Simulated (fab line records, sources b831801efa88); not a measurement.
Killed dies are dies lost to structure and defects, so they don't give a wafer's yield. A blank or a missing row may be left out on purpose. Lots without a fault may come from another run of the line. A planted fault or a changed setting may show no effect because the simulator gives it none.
Which tool did it? | flow sky130 | 11 lots, 33 wafers sampled, at 1 step of a route of 708

WHAT THE GAUGES READ, wafer by wafer
SKY_VIA2_THK_MEAS_23: measures by xrf. Usual: VIA2_W_THK 403 nm, standard deviation 9.
lot  | measured     | on            | VIA2_W_THK (nm) | flag
L903 | day 37 01:26 | film_metro-01 | 394 394 417     |
L904 | day 37 11:00 | film_metro-02 | 406 401 402     |
L905 | day 37 19:08 | film_metro-03 | 403 401 410     |
L910 | day 39 05:02 | film_metro-01 | 409 397 391     |
L911 | day 39 17:43 | film_metro-01 | 416 397 418     |
L912 | day 40 01:20 | film_metro-01 | 401 397 407     |
L917 | day 41 10:00 | film_metro-03 | 404 400 411     |
L920 | day 42 03:01 | film_metro-02 | 408 406 403     |
L921 | day 42 11:58 | film_metro-01 | 399 393 402     |
L922 | day 42 17:47 | film_metro-02 | 396 421 397     |
L923 | day 43 06:23 | film_metro-02 | 396 389 418     |

WHICH TOOL RAN EACH LOT (tool, then ch and the chambers of the sampled wafers, then the start)
The record holds no process step before these readings.

WHAT THE TOOLS THEMSELVES READ (means of the sampled wafers that have a number; where no wafer has one, the mark that the record gives instead)
The record holds no such reading with a usual standard deviation.

THE ANSWER, worked out from the rows above alone
Rule: a lot is off if the mean of its wafers that have a number lies more than 3 standard deviations from the usual mean. A lot without any number at a reading at which 4 lots or more have one is off too. The other lots that the step has rows for count as sound. The gauges are gone through in route order, then the tools' own readings, and for those a lot's mean is taken as printed above. The first step at which some lot is off is used, and at that step the reading that is off furthest; a lot without a number counts as furthest.
No lot is off at any reading shown: from this, nothing can be told.

WHAT THE SIMULATOR HAD PUT IN
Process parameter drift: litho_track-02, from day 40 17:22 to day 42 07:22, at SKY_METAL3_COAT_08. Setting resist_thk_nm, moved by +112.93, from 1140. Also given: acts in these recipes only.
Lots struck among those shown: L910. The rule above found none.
